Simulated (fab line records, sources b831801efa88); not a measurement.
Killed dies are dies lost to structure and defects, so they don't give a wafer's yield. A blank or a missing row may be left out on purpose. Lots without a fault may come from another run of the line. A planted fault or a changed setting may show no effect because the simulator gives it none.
Which tool did it? | flow gf180mcu | 7 lots, 21 wafers sampled, at 1 step of a route of 602

WHAT THE GAUGES READ, wafer by wafer
GF_MVSD_OVL_MEAS_07.
lot  | measured    | on         | MVSD_OVL (nm)
L152 | day 4 23:20 | overlay-02 | -1.4 -0.2 -1.2
L154 | day 5 10:13 | overlay-02 | 0.0 -1.2 -3.5
L156 | day 5 22:44 | overlay-01 | -0.2 -2.0 -1.8
L159 | day 6 13:56 | overlay-01 | 0.2 0.6 0.1
L163 | day 7 13:24 | overlay-01 | -0.7 -0.5 -1.6
L165 | day 8 00:06 | overlay-01 | 1.1 0.5 2.1
L172 | day 9 18:32 | overlay-02 | -3.8 -2.2 -0.9

WHICH TOOL RAN EACH LOT (tool, then ch and the chambers of the sampled wafers, then the start)
The record holds no process step before these readings.

THE ANSWER, worked out from the rows above alone
Rule: what is usual is taken from the lots themselves. Put in order of their means at a reading, lots are off if they are a third of the lots or fewer, leave a main group of 4 or more, and stand apart from it by a gap of 3 or more times the standard deviation of the main group's means; of several such gaps the widest counts. A main group whose means are all the same, to the digits that the tables above print for the reading, isn't used. A lot without any number at a reading at which 4 lots or more have one is off too. The other lots that the step has rows for count as sound.
No lot is off at any reading shown: from this, nothing can be told.

WHAT THE SIMULATOR HAD PUT IN
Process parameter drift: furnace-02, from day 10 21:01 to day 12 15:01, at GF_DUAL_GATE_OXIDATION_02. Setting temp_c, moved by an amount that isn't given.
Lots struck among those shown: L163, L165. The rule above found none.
